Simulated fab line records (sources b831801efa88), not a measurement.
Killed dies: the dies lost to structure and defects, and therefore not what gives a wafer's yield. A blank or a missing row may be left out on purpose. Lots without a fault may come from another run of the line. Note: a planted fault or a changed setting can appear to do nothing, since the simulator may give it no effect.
8D (eight disciplines) problem report, filled in by code -- flow sky130 -- the parts of the form that need people (team, actions taken, sign-off) are left out

## 1. THE PROBLEM
Mean SONOS_ONO_OXIDATION_THK at SKY_SONOS_ONO_THK_MEAS_01: 2.98 nm over 6 wafers in 2 lots; fault-free wafers: 2.60 nm, standard deviation 0.059. Relative to the usual mean, that is a shift of +6.5 standard deviations.
The first sign was on wafer L170.1 at day 15 09:41, on filmMetro-03. The record has a number at this step for 33 wafers belonging to 11 lots. Rule for "out", or "out of limits": more than 4 standard deviations from the usual mean. The other wafers with a number count as sound.

## 2. WHAT THIS IS AND IS NOT
question,is,is not
which readings at this step,SONOS_ONO_OXIDATION_THK,-
which lots,"L170, L171","L159, L161, L165, L166, L167, L169, L179, L181, L182"
which wafers of those lots,all that have a number,-
read on which gauges,"filmMetro-01, filmMetro-03",filmMetro-04
when,from day 15 09:41,"up to then (18 sound wafers); but 9 sound wafers of L179, L181, L182 came after"

## 3. THE SUSPECTS, EACH WITH WHAT RULES IT OUT
Counting: a tool at a process step up to the reading stays a suspect if it ran every lot that is out and no sound lot after the first of them.
- the gauge at SKY_SONOS_ONO_THK_MEAS_01: ruled out. The wafers that are out were read on 2 gauges (filmMetro-01, filmMetro-03).
- furnace-02 at SKY_SONOS_ONO_OXIDATION_00 (stabilise 600 s, purge 300 s, target thk 2.6 nm): ruled out as a lasting fault. Following L170 (day 15 08:20), the first lot on it that is out, the sound lots L179 were run on it.
Left after counting: nothing in the record.

## 4. THE CAUSE (what the simulator had put in)
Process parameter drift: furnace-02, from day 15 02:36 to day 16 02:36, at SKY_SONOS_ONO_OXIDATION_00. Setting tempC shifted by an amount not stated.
It was ruled out by counting, in error; the rule expects a fault to strike all lots run on its tool from its start on, and this fault did not.

## 5. THE CHAIN OF EFFECTS, in route order
Each row: a reading whose mean over the struck wafers that have a number lies more than 3 standard deviations from the usual. Only readings for which the record gives a usual standard deviation are gone through. hours: the time from each lot's start at the first step in this table that gives one to its start at this step, as a median over the lots. sigmas: the change in usual standard deviations.
hours,step,reading,usual,on struck wafers,change,sigmas
0,SKY_SONOS_ONO_OXIDATION_00,spikeTcBottomC,820.2 C,832.7,+12.5,+4.8
0,SKY_SONOS_ONO_OXIDATION_00,spikeTcCentreC,800.1 C,811.4,+11.2,+11
0,SKY_SONOS_ONO_OXIDATION_00,spikeTcLowerC,799.6 C,811.3,+11.7,+9.8
0,SKY_SONOS_ONO_OXIDATION_00,spikeTcTopC,814.7 C,822.5,+7.8,+3.4
0,SKY_SONOS_ONO_OXIDATION_00,spikeTcUpperC,800.3 C,810.3,+10.0,+10
0,SKY_SONOS_ONO_OXIDATION_00,tubeCenterTempC,799.99 C,810.27,+10.28,+99 or more
0,SKY_SONOS_ONO_OXIDATION_00,tube_center_temp_C_max,802.0,812.2,+10.2,+32
0,SKY_SONOS_ONO_OXIDATION_00,zonePowerBottomPct,18.64 %,19.21,+0.57,+3.0
1,SKY_SONOS_ONO_THK_MEAS_01,SONOS_ONO_OXIDATION_THK,2.60 nm,2.98,+0.38,+6.5
The process steps in it:
- SKY_SONOS_ONO_OXIDATION_00: stabilise 600 s, purge 300 s, target thk 2.6 nm.
Later steps that measure or inspect, where all struck wafers having a row at the step show a number for every such reading and not one has moved that far: SKY_POLY_GATE_OVL_MEAS_14.

## 6. WHAT WOULD HAVE CAUGHT IT SOONER
The first out-of-limits reading at a measuring or inspecting step in this record came at day 15 09:41, 7 hours after the fault's start at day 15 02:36.
The tool's own readings at SKY_SONOS_ONO_OXIDATION_00 were out on every struck wafer that the step has a row for (spikeTcBottomC, spikeTcCentreC, spikeTcLowerC, spikeTcUpperC, tubeCenterTempC, tube_center_temp_C_max): an alarm limit on them would have fired on the first of those.
